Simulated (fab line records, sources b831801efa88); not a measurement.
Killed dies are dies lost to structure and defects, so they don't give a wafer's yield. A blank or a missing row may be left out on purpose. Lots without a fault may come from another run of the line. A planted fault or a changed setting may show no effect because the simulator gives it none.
Which tool did it? | flow sky130 | 12 lots, 36 wafers sampled, at 5 steps of a route of 708

WHAT THE GAUGES READ, wafer by wafer
SKY_LI_CONTACT_CD_MEAS_12: target cd 170 nm. Usual: cd_nm 169.8 nm, standard deviation 1.2.
lot  | measured     | on        | cd_nm (nm)        | flag
L157 | day 29 00:26 | cd_sem-01 | 168.6 168.2 169.8 |
L158 | day 29 13:26 | cd_sem-02 | 168.9 168.1 168.1 |
L159 | day 29 22:59 | cd_sem-02 | 170.8 170.0 170.3 |
L160 | day 30 09:31 | cd_sem-02 | 169.9 170.3 169.4 |
L163 | day 31 15:22 | cd_sem-02 | 169.8 170.3 170.5 |
L164 | day 31 21:35 | cd_sem-01 | 171.5 172.2 173.1 |
L165 | day 32 03:10 | cd_sem-02 | 169.3 168.8 170.3 |
L166 | day 32 05:08 | cd_sem-01 | 170.7 171.3 171.2 |
L168 | day 33 04:24 | cd_sem-01 | 169.3 169.6 170.1 |
L169 | day 33 09:49 | cd_sem-02 | 167.3 167.0 168.4 |
L175 | day 35 05:16 | cd_sem-02 | 168.8 168.9 169.5 |
L177 | day 35 19:19 | cd_sem-01 | 169.5 168.9 169.4 |

SKY_LI_CONTACT_RS_MEAS_22: measures by four-point-probe. Usual: LI_CONTACT_W_RS 0.285 ohm/sq, standard deviation 0.0058.
lot  | measured     | on            | LI_CONTACT_W_RS (ohm/sq) | flag
L157 | day 29 01:16 | film_metro-01 | 0.291 0.289 0.287        |
L158 | day 29 14:17 | film_metro-01 | 0.290 0.289 0.287        |
L159 | day 29 23:52 | film_metro-01 | 0.286 0.289 0.286        |
L160 | day 30 10:21 | film_metro-03 | 0.288 0.289 0.284        |
L163 | day 31 16:12 | film_metro-03 | 0.293 0.288 0.287        |
L164 | day 31 22:25 | film_metro-01 | 0.288 0.290 0.287        |
L165 | day 32 04:00 | film_metro-01 | 0.284 0.285 0.283        |
L166 | day 32 05:59 | film_metro-01 | 0.291 0.290 0.289        |
L168 | day 33 05:16 | film_metro-03 | 0.287 0.285 0.286        |
L169 | day 33 10:40 | film_metro-04 | 0.273 0.283 0.276        |
L175 | day 35 06:06 | film_metro-01 | 0.260 0.261 0.284        |
L177 | day 35 20:20 | film_metro-01 | 0.291 0.290 0.258        |

SKY_LI_CONTACT_THK_MEAS_23: measures by xrf. Usual: LI_CONTACT_W_THK 382 nm, standard deviation 8.7.
lot  | measured     | on            | LI_CONTACT_W_THK (nm) | flag
L157 | day 29 01:23 | film_metro-01 | 373 375 377           |
L158 | day 29 14:23 | film_metro-01 | 371 376 378           |
L159 | day 29 23:57 | film_metro-01 | 378 374 376           |
L160 | day 30 10:27 | film_metro-03 | 377 375 381           |
L163 | day 31 16:19 | film_metro-03 | 371 375 377           |
L164 | day 31 22:32 | film_metro-01 | 379 376 383           |
L165 | day 32 04:07 | film_metro-01 | 381 386 385           |
L166 | day 32 06:07 | film_metro-01 | 373 378 377           |
L168 | day 33 05:22 | film_metro-03 | 380 383 384           |
L169 | day 33 10:46 | film_metro-04 | 398 384 395           |
L175 | day 35 06:13 | film_metro-01 | 419 419 386           |
L177 | day 35 20:26 | film_metro-01 | 377 378 424           |

WHICH TOOL RAN EACH LOT (tool, then ch and the chambers of the sampled wafers, then the start)
lot  | SKY_RES_XHIGH_STRIP_08               | SKY_LI_CONTACT_CVD_21
L157 | plasma_asher-04 ch 0,1, day 26 13:35 | cvd_w-01 ch 0,1, day 29 01:09
L158 | plasma_asher-02 ch 0,1, day 27 01:58 | cvd_w-01 ch 0,1, day 29 14:08
L159 | plasma_asher-02 ch 0,1, day 27 10:28 | cvd_w-02 ch 0,1, day 29 23:43
L160 | plasma_asher-04 ch 0,1, day 27 21:07 | cvd_w-01 ch 0,1, day 30 10:14
L163 | plasma_asher-02 ch 1, day 29 04:58   | cvd_w-02 ch 0,1, day 31 16:04
L164 | plasma_asher-01 ch 0,1, day 29 11:23 | cvd_w-01 ch 0,1, day 31 22:18
L165 | plasma_asher-01 ch 0,1, day 29 17:25 | cvd_w-01 ch 0,1, day 32 03:52
L166 | plasma_asher-01 ch 0,1, day 29 20:11 | cvd_w-01 ch 0,1, day 32 05:52
L168 | plasma_asher-04 ch 0,1, day 30 20:52 | cvd_w-01 ch 0,1, day 33 05:07
L169 | plasma_asher-04 ch 0,1, day 30 23:35 | cvd_w-02 ch 0,1, day 33 10:33
L175 | plasma_asher-04 ch 0,1, day 32 22:19 | cvd_w-01 ch 0,1, day 35 05:58
L177 | plasma_asher-01 ch 0,1, day 33 13:14 | cvd_w-01 ch 0,1, day 35 20:13
- SKY_RES_XHIGH_STRIP_08: strips in O2/N2.
- SKY_LI_CONTACT_CVD_21: deposits W, target thk 400 nm, time 120.56 s.

WHAT THE TOOLS THEMSELVES READ (means of the sampled wafers that have a number; where no wafer has one, the mark that the record gives instead)
SKY_RES_XHIGH_STRIP_08. Usual: drypump_motor_current_A 5.7 A, standard deviation 0.76; oes_product_au 0.711 a.u., standard deviation 0.0047; strip_time_to_endpoint_s 14.28 s, standard deviation 0.036.
lot  | tool            | drypump_motor_current_A (A) | oes_product_au (a.u.) | strip_time_to_endpoint_s (s) | flag
L157 | plasma_asher-04 | 5.8                         | 0.714                 | 14.30                        |
L158 | plasma_asher-02 | 5.0                         | 0.715                 | 14.31                        |
L159 | plasma_asher-02 | 4.9                         | 0.711                 | 14.25                        |
L160 | plasma_asher-04 | 5.3                         | 0.714                 | 14.25                        |
L163 | plasma_asher-02 | 5.0                         | 0.709                 | 14.27                        |
L164 | plasma_asher-01 | 6.1                         | 0.709                 | 14.24                        |
L165 | plasma_asher-01 | 6.2                         | 0.706                 | 14.28                        |
L166 | plasma_asher-01 | 6.4                         | 0.708                 | 14.23                        |
L168 | plasma_asher-04 | 5.3                         | 0.712                 | 14.28                        |
L169 | plasma_asher-04 | 5.8                         | 0.714                 | 14.31                        |
L175 | plasma_asher-04 | 5.8                         | 0.710                 | 14.27                        |
L177 | plasma_asher-01 | 6.1                         | 0.714                 | 14.27                        |

SKY_LI_CONTACT_CVD_21. Usual: chamber_pressure_Torr 39.99 Torr, standard deviation 0.082; heater_power_w 828 W, standard deviation 59.
lot  | tool     | chamber_pressure_Torr (Torr) | heater_power_w (W) | flag
L157 | cvd_w-01 | 39.89                        | 780                |
L158 | cvd_w-01 | 39.99                        | 755                |
L159 | cvd_w-02 | 40.06                        | 878                |
L160 | cvd_w-01 | 40.01                        | 769                |
L163 | cvd_w-02 | 39.94                        | 887                |
L164 | cvd_w-01 | 39.86                        | 795                |
L165 | cvd_w-01 | 39.99                        | 771                |
L166 | cvd_w-01 | 39.88                        | 768                |
L168 | cvd_w-01 | 40.02                        | 796                |
L169 | cvd_w-02 | 40.02                        | 885                |
L175 | cvd_w-01 | 46.63                        | 772                | OFF
L177 | cvd_w-01 | 43.28                        | 778                | OFF

THE ANSWER, worked out from the rows above alone
Rule: a lot is off if the mean of its wafers that have a number lies more than 3 standard deviations from the usual mean. A lot without any number at a reading at which 4 lots or more have one is off too. The other lots that the step has rows for count as sound. The gauges are gone through in route order, then the tools' own readings, and for those a lot's mean is taken as printed above. The first step at which some lot is off is used, and at that step the reading that is off furthest; a lot without a number counts as furthest.
Off: L175, L177, at SKY_LI_CONTACT_CVD_21 (chamber_pressure_Torr).
A tool fits if, at that step or a process step before it, it ran every lot that is off, and no sound lot after the first of them. One fits: cvd_w-01 at SKY_LI_CONTACT_CVD_21. Its last sound lot is L168 (day 33 05:07), its first lot that is off L175 (day 35 05:58): a fault that began between those two fits.
The tool's own readings at SKY_LI_CONTACT_CVD_21 bear it out: on the lots that are off they differ by more than 5 times the standard deviation of the sound lots' means. chamber_pressure_Torr reads 44.95 Torr there against 39.97 Torr on the sound lots.

WHAT THE SIMULATOR HAD PUT IN
Process parameter drift: cvd_w-01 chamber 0, from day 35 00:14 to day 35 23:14, at SKY_LI_CONTACT_CVD_21. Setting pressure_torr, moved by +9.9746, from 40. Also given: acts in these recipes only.
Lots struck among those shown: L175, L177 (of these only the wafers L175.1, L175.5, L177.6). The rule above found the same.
